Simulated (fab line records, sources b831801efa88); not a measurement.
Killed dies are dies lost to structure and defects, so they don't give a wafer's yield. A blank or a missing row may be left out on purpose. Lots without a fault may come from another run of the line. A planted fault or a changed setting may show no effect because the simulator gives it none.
One fault seen from 2 desks | flow gf180mcu | each desk has only its own numbers; what lay behind them comes last

THE METROLOGY DESK
What the gauges read, lot by lot, whatever tool the lot ran on: means of the sampled wafers that have a number. A lot is out of limits, marked OUT, if its mean lies more than 4 standard deviations from the usual mean; the brackets give that distance.
Columns: A = V1_W_THK at GF_V1_THK_MEAS_25, usual 356 nm; B = M2_OVL at GF_M2_OVL_MEAS_15, usual -4 nm; C = V2_CVD_02_THK at GF_V2_THK_MEAS_03, usual 856 nm; D = V2_OVL at GF_V2_OVL_MEAS_15, usual 4 nm
lot  | first seen here | A   | B   | C   | D
L178 | day 18 14:00    | 358 | -8  | 851 | -1
L179 | day 19 05:36    | 360 | -4  | 864 | 6
L180 | day 19 16:49    | 356 | -4  | 852 | 1
L181 | day 19 23:06    | 354 | -1  | 859 | 9
L190 | day 23 04:23    | 351 | -6  | 816 | 2
L191 | day 23 11:58    | 367 | -2  | 827 | 7
L192 | day 23 14:09    | 355 | -6  | 865 | 9
L194 | day 24 09:50    | 351 | -7  | 861 | 6
L195 | day 24 19:42    | 349 | -15 | 855 | 3
L196 | day 24 21:19    | 362 | -9  | 858 | 4
L197 | day 25 06:11    | 356 | -3  | 857 | -2
L198 | day 25 17:02    | 348 | 2   | 858 | -6
This desk's finding: nothing out of limits on any of the 12 lots.

THE TOOL OWNER'S DESK: pecvd-04
The tool's own readings at GF_V2_CVD_02 (deposits SiO2 from TEOS, target thk 850 nm, time 94.851 s): means of the sampled wafers that have a number, for each lot that ran on this tool. A lot is out of limits, marked OUT, if its mean lies more than 4 standard deviations from the usual mean; the brackets give that distance.
Columns: A = heater_power_w at GF_V2_CVD_02, usual 746 W
lot  | first seen here | A
L178 | day 19 16:05    | 753
L179 | day 20 07:39    | 817
L181 | day 21 00:41    | 739
L190 | day 24 04:35    | 718
L191 | day 24 10:31    | 781
This desk's finding: nothing out of limits on any of the 5 lots.

PUT TOGETHER
The metrology desk saw nothing out of limits.
The tool owner's desk saw nothing out of limits.

WHAT THE SIMULATOR HAD PUT IN
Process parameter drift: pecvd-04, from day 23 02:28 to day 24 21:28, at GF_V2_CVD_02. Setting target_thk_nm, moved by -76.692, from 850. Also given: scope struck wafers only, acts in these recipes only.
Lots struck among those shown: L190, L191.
